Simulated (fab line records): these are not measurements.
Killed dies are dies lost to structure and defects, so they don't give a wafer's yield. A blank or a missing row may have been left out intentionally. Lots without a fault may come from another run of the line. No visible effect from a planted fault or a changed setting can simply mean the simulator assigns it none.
A lot that was struck, set against a sound lot | flow sky130 | 15 out of 708 route steps
Sound: the wafers L643.3, L643.4, L643.6. Wafers struck: L659.1, L659.3, L659.6. At the end, the cause is stated.
Each step with rows lists, per side, the tool, then ch with its chambers, then its first start. Under that, the readings that differ: sound wafers | struck wafers | difference of the means | sigmas: that difference in standard deviations of wafers without a fault.
alike: a reading whose means differ by less than 2 such deviations, as well as words and numbers matching on both sides. not compared: withheld readings; readings where some wafer has no value; bounds like >300 that might hide an equal value; numbers whose values overlap and for which the record gives no deviation.
The two part at a step that has a row with sigmas, a row that says differs or no value, or rows on one side only. When numbers do not overlap yet have no deviation, they are printed without sigmas and do not part them. A reading that every wafer of one side lacks parts them only if that side has two wafers or more.

first, 2 steps without rows for these wafers: SKY_DNWELL_DEVELOP_06 (develop time 60 s); SKY_DNWELL_IMPLANT_07.
SKY_DNWELL_STRIP_08: strips in O2/N2.
  sound on plasma_asher-02 ch 0,1, day 3 17:15; struck on plasma_asher-02 ch 0,1, day 7 07:19
  reading                      | sound             | struck            | difference | sigmas
  strip_time_to_endpoint_s (s) | 37.23 37.03 37.07 | 36.86 36.99 36.81 | -0.22      | -2
  alike: drypump_motor_current_A, oes_product_au
  not compared: rf_hours_counter_h
SKY_DNWELL_TW_MEAS_09:
  struck on film_metro-03, day 7 07:25; sound on film_metro-01, day 3 17:20
  alike: DNWELL_TW
then, 7 steps without rows for these wafers: SKY_PWDE_DEHYDRATE_00 (time 60 s); SKY_PWDE_HMDS_01 (prime time 60 s); SKY_PWDE_COAT_02 (resist thk 3000 nm); SKY_PWDE_SOFTBAKE_03; SKY_PWDE_EXPOSE_04 (exposes mask PWDEM, target cd 840 nm); SKY_PWDE_PEB_05; SKY_PWDE_DEVELOP_06 (develop time 60 s).
SKY_PWDE_OVL_MEAS_07:
  struck on overlay-02, day 8 03:26; sound on overlay-02, day 4 10:50
  reading       | sound        | struck         | difference | sigmas
  PWDE_OVL (nm) | 0.9 -0.8 1.8 | -0.8 -2.7 -4.9 | -3.4       | -2
SKY_PWDE_IMPLANT_08:
  sound on implanter-03 ch 0, day 4 10:54; struck on implanter-03 ch 0, day 8 03:28
  reading                   | sound                | struck               | difference | sigmas
  beam_energy_keV           | 149.94 149.90 149.95 | 147.56 147.63 147.60 | -2.33      | -50
  model.implant.drp_nm (nm) | 97.97 97.97 97.97    | 97.36 97.36 97.36    | -0.61      |
  alike: faraday_current_uA
SKY_PWDE_STRIP_09: strips in O2/N2.
  sound on plasma_asher-04 ch 0,1, day 4 11:02; struck on plasma_asher-03 ch 0,1, day 8 03:37
  alike: drypump_motor_current_A, oes_product_au, strip_time_to_endpoint_s
  not compared: rf_hours_counter_h
-- the record jumps here: 42 days lie between the struck wafers' starts before and after (it left off in module PWDE and takes up again in module PAD_OPEN, whose first step shown is number 708 of the route) --
SKY_PAD_OPEN_PROBE_99:
  struck on prober-01, day 50 05:20; sound on prober-01, day 46 03:56
  reading            | sound    | struck   | difference | sigmas
  killed_at_M0_to_M3 | 32 49 32 | 44 49 66 | +15        | +2
  killed_short       | 23 36 39 | 41 46 48 | +12        | +2
  alike: killed_at_M4_up, killed_at_contacts, killed_at_front_end, killed_at_other, killed_dies, killed_open

## WHERE THEY PART
At SKY_DNWELL_STRIP_08 first; at SKY_PAD_OPEN_PROBE_99 last (within this record only).

WHY: whatever the simulator had introduced
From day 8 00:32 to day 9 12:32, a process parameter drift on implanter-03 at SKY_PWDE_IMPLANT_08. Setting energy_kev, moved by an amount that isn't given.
